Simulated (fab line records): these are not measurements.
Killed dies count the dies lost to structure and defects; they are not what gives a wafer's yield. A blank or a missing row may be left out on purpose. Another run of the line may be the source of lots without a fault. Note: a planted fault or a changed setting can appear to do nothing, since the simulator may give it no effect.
fab line records ; flow sky130
[record] lots = 5; wafers = 15; last_day = 50
route steps=708 shown FIELD_ISO@27 NWELL@32 DNWELL@35 PAD_OPEN@708
lots untouched by any fault: they come from a run of this same line in which no faults occurred
start_h: the number of hours between the record's first day and the start of the first shown wafer of the lot ; wait_h: hours since the lot's step before ; " identical to the entry in the row above ; L1.1+2: one row covering several wafers at once ; - either no value or no given start ; * or withheld: withheld ; < > ~ a bound
route shown NAME@n: NAME is a module with steps in the file, n the number in the route of the first one ; usual: the fault-free wafers' mean and standard deviation ; same: alike in all rows ; chamber/n: place in a boat ; sites: readings site by site ; _std_site: the standard deviation of these ; _edge_site: mean of outer sites minus mean of inner sites ; radius_mm: how far each site lies from the wafer's centre ; mask NAME#n: copy n ; behind: the last tool/chamber to shape the wafer ; hold: cause of the lot's hold/its duration in hours/its outcome ; device: whichever transistor did not switch (one of n, p or np) ; end of line: tests run on the same wafers once the route is complete ; a step with no rows: only its recipe ; killed: at the first sort, the dies lost to defects and structure; wafer yield is something else ; map: a wafer's dies, x killed, . not, _ none there
set.NAME: setting as actually run; set.NAME@STEP: the setting as run at that earlier step ; model.NAME: the simulator's own value behind a step, which no gauge read
lots at selected steps of the route; one table per step, one row per wafer
services: when a tool's chamber went out of use (start_h, in hours from the record's first day, below 0 if earlier), for how many hours, and the reason
[[steps]]
[step SKY_FIELD_ISO_ANNEAL_26]
[recipe] temp_c = 1000; time_s = 1800; ambient = N2
[step SKY_FIELD_ISO_CMP_27]
[recipe] stop_on = Si3N4; t_overpolish_s = 16; down_force_psi = 4; platen_rpm = 60; target_thk_nm = 457.8; pad_velocity_m_s = 0.94248
[usual] motor_current_A = 11.5/1.2; overpolish_run_s = 16.000/0.0089; time_to_endpoint_s = 110/3.9
lot.wafer;tool;chamber;start_h;wait_h;motor_current_A;overpolish_run_s;time_to_endpoint_s
L975.4;cmp-02;3;48.08;0.1;10.3;16.013;112
L975.1;cmp-02;0;48.08;0.1;12.3;15.994;107
L975.6;cmp-02;3;48.08;0.1;10.4;16.003;114
L980.1;cmp-02;0;75.98;0.1;12.2;15.991;106
L980.2;cmp-02;2;75.98;0.1;9.3;15.990;107
L980.5;cmp-02;3;75.98;0.1;10.5;16.010;107
L987.4;cmp-01;0;113.03;0.0;11.9;15.996;115
L987.1;cmp-01;2;113.03;0.0;13.3;16.002;112
L987.3;cmp-01;3;113.03;0.0;12.9;16.011;106
L989.3;cmp-02;2;121.17;0.1;9.8;16.000;107
L989.1;cmp-02;3;121.17;0.1;10.6;16.006;108
L989.6;cmp-02;2;121.17;0.1;10.1;16.005;106
L995.4;cmp-02;0;157.35;0.0;12.2;16.013;106
L995.3;cmp-02;2;157.35;0.0;9.8;15.990;104
L995.2;cmp-02;3;157.35;0.0;10.4;15.986;106
[step SKY_FIELD_ISO_WET_ETCH_28]
[recipe] chemistry = dHF; target_depth_nm = 23.7; target = SiO2; dilution = 10:1; temp_c = 25; time_s = 47
[step SKY_FIELD_ISO_WET_ETCH_29]
[recipe] chemistry = H3PO4; target_depth_nm = 160; target = Si3N4; temp_c = 160; time_s = 1825
[step SKY_FIELD_ISO_WET_ETCH_30]
[recipe] chemistry = dHF; target_depth_nm = 25; target = SiO2; dilution = 10:1; temp_c = 25; time_s = 50
[step SKY_NWELL_CLEAN_00]
[recipe] chemistry = SC1/SC2; mix = 1:4:20; temp_c = 70; time_s = 150; dry = n2_spin
[step SKY_NWELL_OXIDATION_01]
[recipe] temp_c = 900; ambient = O2; stabilise_s = 600; purge_s = 300; target_thk_a = 100; ox_time_s = 1418
[step SKY_NWELL_THK_MEAS_02]
[recipe] reads = SiO2_of_NWELL_OXIDATION_01
[usual] NWELL_OXIDATION_THK = 9.99/0.22
lot.wafer;tool;chamber;start_h;wait_h;NWELL_OXIDATION_THK[nm]
L975.1;film_metro-04;-;50.33;0.0;10.15
L975.4;film_metro-04;-;50.33;0.0;9.99
L975.6;film_metro-04;-;50.33;0.0;9.95
L980.1;film_metro-04;-;79.20;0.0;10.09
L980.2;film_metro-04;-;79.20;0.0;10.14
L980.5;film_metro-04;-;79.20;0.0;10.20
L987.1;film_metro-04;-;115.59;0.0;10.16
L987.3;film_metro-04;-;115.59;0.0;10.32
L987.4;film_metro-04;-;115.59;0.0;10.04
L989.1;film_metro-04;-;125.48;0.0;10.08
L989.3;film_metro-04;-;125.48;0.0;9.90
L989.6;film_metro-04;-;125.48;0.0;9.83
L995.2;film_metro-01;-;160.95;0.0;10.00
L995.3;film_metro-01;-;160.95;0.0;9.83
L995.4;film_metro-01;-;160.95;0.0;9.93
[step SKY_DNWELL_DEHYDRATE_00]
[recipe] temp_c = 200; time_s = 60
[step SKY_DNWELL_HMDS_01]
[recipe] prime_time_s = 60; prime_temp_c = 120
[step SKY_DNWELL_COAT_02]
[recipe] spin_rpm = 2000; resist_thk_nm = 3000
[step SKY_DNWELL_SOFTBAKE_03]
[recipe] temp_c = 110; time_s = withheld
[step SKY_DNWELL_EXPOSE_04]
[recipe] mask_id = DNM; na = 0.57; target_cd_nm = 3000; dose_mj = 222
[same] na = 0.57
lot.wafer;tool;chamber;start_h;wait_h;mask
L975.1+4+6;iline_stepper-01;0;57.93;-;DNM#0
L980.1+2+5;iline_stepper-01;0;87.87;-;DNM#0
L987.1+3+4;iline_stepper-01;0;125.03;-;DNM_R1#0
L989.1+3+6;iline_stepper-01;0;134.81;-;DNM#0
L995.2+3+4;iline_stepper-01;0;171.43;-;DNM#0
[step SKY_DNWELL_PEB_05]
[recipe] temp_c = 115; time_s = withheld
[step SKY_PAD_OPEN_PROBE_99]
[usual] killed_at_M0_to_M3 = 42/6.4; killed_at_M4_up = 3.2/1.9; killed_at_contacts = 24/4.8; killed_at_front_end = 16/4.4; killed_at_other = 0.3/0.55; killed_dies = 86/8.6; killed_open = 46/6.6; killed_short = 39/5.7
[same] gross_dies = 492; killed_at_back_side = 0
lot.wafer;tool;chamber;start_h;wait_h;killed_at_M0_to_M3;killed_at_M4_up;killed_at_contacts;killed_at_front_end;killed_at_other;killed_dies;killed_open;killed_short;model.etest.res_deep_nwell.width_nm;model.etest.res_deep_nwell.line_ohm_um
L975.1;prober-02;-;1105.95;0.1;39;4;25;16;1;85;50;34;2997;750.4
L975.4;prober-02;-;1106.10;0.2;41;1;16;22;0;80;38;42;3005;744.6
L975.6;prober-02;-;1106.20;0.2;46;6;21;22;1;96;37;59;3016;755.9
L980.1;prober-02;-;1130.70;0.1;55;3;30;13;0;101;57;44;2987;746.2
L980.2;prober-02;-;1130.75;0.1;38;0;28;19;0;85;49;35;2978;751.8
L980.5;prober-02;-;1130.90;0.2;42;2;21;13;1;79;45;33;2999;750.9
L987.1;prober-01;-;1161.31;0.1;37;4;17;10;1;69;32;36;2384;904.5
L987.3;prober-01;-;1161.41;0.2;42;4;21;15;0;82;45;36;2386;921.7
L987.4;prober-01;-;1161.46;0.2;54;6;24;11;0;95;51;44;2383;907.3
L989.1;prober-01;-;1172.37;0.1;47;3;21;16;0;87;48;39;2983;740.9
L989.3;prober-01;-;1172.47;0.2;40;2;20;9;0;71;37;34;2995;741
L989.6;prober-01;-;1172.62;0.2;40;6;15;19;0;80;41;39;2995;737.7
L995.2;prober-01;-;1205.09;0.1;26;1;32;12;0;71;37;33;2990;741.8
L995.3;prober-01;-;1205.14;0.2;41;6;38;15;0;100;63;37;2991;743.9
L995.4;prober-01;-;1205.19;0.2;51;10;29;8;0;98;50;47;2997;752.5
// killed by level:class
L975.1 VIA1:geometric_particle:open=11 LI_CONTACT:geometric_particle:open=7 FIELD_ISO:geometric_particle:open=6 CONTACT:geometric_particle:open=6 VIA3:geometric_particle:open=6 FIELD_ISO:geometric_particle:short=5 CONTACT:geometric_particle:short=5 METAL1:geometric_particle:short=5
L975.4 VIA1:geometric_particle:open=9 METAL1:geometric_particle:short=8 CONTACT:geometric_particle:open=7 VIA2:geometric_particle:open=6 FIELD_ISO:geometric_particle:short=5 FIELD_ISO:geometric_particle:open=4 POLY_GATE:geometric_particle:open=4 POLY_GATE:geometric_particle:short=4
L975.6 METAL1:geometric_particle:short=12 CONTACT:geometric_particle:short=8 VIA1:geometric_particle:open=7 FIELD_ISO:geometric_particle:short=6 FIELD_ISO:geometric_particle:open=6 CONTACT:geometric_particle:open=6 VIA3:geometric_particle:open=6 VIA1:geometric_particle:short=5
L980.1 VIA1:geometric_particle:open=11 CONTACT:geometric_particle:open=9 METAL1:geometric_particle:short=9 VIA2:geometric_particle:open=8 VIA3:geometric_particle:open=8 LI_CONTACT:geometric_particle:short=7 LI_CONTACT:geometric_particle:open=6 CONTACT:geometric_particle:short=5
L980.2 VIA1:geometric_particle:open=13 CONTACT:geometric_particle:open=9 CONTACT:geometric_particle:short=6 LI_CONTACT:geometric_particle:open=6 METAL2:geometric_particle:short=5 VIA2:geometric_particle:open=5 FIELD_ISO:geometric_particle:short=4 POLY_GATE:geometric_particle:open=4
L980.5 VIA1:geometric_particle:open=11 CONTACT:geometric_particle:open=8 METAL1:geometric_particle:short=7 VIA3:geometric_particle:open=7 LI_CONTACT:geometric_particle:open=6 VIA2:geometric_particle:open=5 VIA1:geometric_particle:short=4 METAL2:geometric_particle:short=4
L987.1 VIA1:geometric_particle:open=9 CONTACT:geometric_particle:open=8 METAL1:geometric_particle:short=6 VIA1:geometric_particle:short=5 FIELD_ISO:geometric_particle:short=4 LOCAL_INTERCONNECT:geometric_particle:short=4 METAL2:geometric_particle:short=4 VIA3:geometric_particle:open=4
L987.3 CONTACT:geometric_particle:open=13 VIA1:geometric_particle:open=10 VIA2:geometric_particle:open=7 VIA3:geometric_particle:open=6 FIELD_ISO:geometric_particle:short=4 VIA1:geometric_particle:short=4 METAL2:geometric_particle:short=4 POLY_GATE:geometric_particle:short=3
L987.4 VIA1:geometric_particle:open=11 VIA1:geometric_particle:short=8 VIA3:geometric_particle:open=8 LI_CONTACT:geometric_particle:open=5 CONTACT:geometric_particle:open=5 CONTACT:geometric_particle:short=5 POLY_GATE:geometric_particle:open=4 LI_CONTACT:geometric_particle:short=4
L989.1 VIA3:geometric_particle:open=12 VIA1:geometric_particle:open=8 POLY_GATE:geometric_particle:open=6 METAL1:geometric_particle:short=6 METAL2:geometric_particle:short=6 LI_CONTACT:geometric_particle:open=5 CONTACT:geometric_particle:short=5 CONTACT:geometric_particle:open=5
L989.3 VIA1:geometric_particle:open=9 LI_CONTACT:geometric_particle:open=6 METAL1:geometric_particle:short=6 VIA3:geometric_particle:open=6 LI_CONTACT:geometric_particle:short=5 METAL2:geometric_particle:short=5 CONTACT:geometric_particle:open=4 VIA2:geometric_particle:short=4
L989.6 VIA1:geometric_particle:open=11 CONTACT:geometric_particle:open=7 VIA1:geometric_particle:short=6 METAL2:geometric_particle:short=6 VIA2:geometric_particle:open=6 FIELD_ISO:geometric_particle:short=5 LI_CONTACT:geometric_particle:open=5 POLY_GATE:geometric_particle:short=5
L995.2 CONTACT:geometric_particle:open=8 VIA3:geometric_particle:open=7 CONTACT:geometric_particle:short=6 LI_CONTACT:geometric_particle:short=5 LI_CONTACT:geometric_particle:open=5 LOCAL_INTERCONNECT:geometric_particle:short=5 METAL1:geometric_particle:short=4 VIA1:geometric_particle:open=4
L995.3 CONTACT:geometric_particle:open=15 VIA1:geometric_particle:open=10 LI_CONTACT:geometric_particle:open=9 VIA2:geometric_particle:open=9 METAL1:geometric_particle:short=7 CONTACT:geometric_particle:short=6 FIELD_ISO:geometric_particle:open=4 POLY_GATE:geometric_particle:open=4
L995.4 CONTACT:geometric_particle:open=11 VIA1:geometric_particle:open=10 LI_CONTACT:geometric_particle:open=8 METAL1:geometric_particle:short=7 METAL4:geometric_particle:short=7 METAL2:geometric_particle:short=7 VIA1:geometric_particle:short=6 VIA3:geometric_particle:open=5
[[services]]
tool;chamber;start_h;hours;kind
cmp-01;-;58.94;2.6;repair
cmp-02;-;64.00;4.0;pm
cmp-02;-;68.00;-;consumable_replace:conditioner
cmp-02;-;68.00;-;consumable_replace:pad
cmp-01;-;68.23;3.4;pm
cmp-01;-;76.88;1.5;repair
cmp-02;-;98.75;1.3;repair
cmp-01;-;100.43;1.1;repair
iline_stepper-01;0;109.06;-;calibration
cmp-01;-;124.70;18.0;pm
cmp-01;-;152.85;0.3;repair
cmp-02;-;161.85;4.8;pm
[[key]]
[first_sign] step = SKY_DNWELL_EXPOSE_04; reading = mask; direction = changed
effect none on later readings
[model_effect] step = SKY_PAD_OPEN_PROBE_99; value = etest.res_deep_nwell.width_nm; without = 2983; struck = 2384
met_at SKY_DNWELL_EXPOSE_04
struck_wafers L987.1,L987.3,L987.4
tester_left_out L987
onset_between 87.87 125.03
[fault] kind = wrong_mask; tool = any; chamber = -; onset_h = 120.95; steps = SKY_DNWELL_EXPOSE_04; aux_copy = DNM_R1#0; cd_offset_nm = -600; scope = struck_lots_only
// tester_left_out: of these lots the tester's yield and bins aren't shown, on N5 and GAA mostly nor the transistor test; their killed dies are dies lost to structure and defects alone, not to doping, threshold or leakage, so they don't give the yield
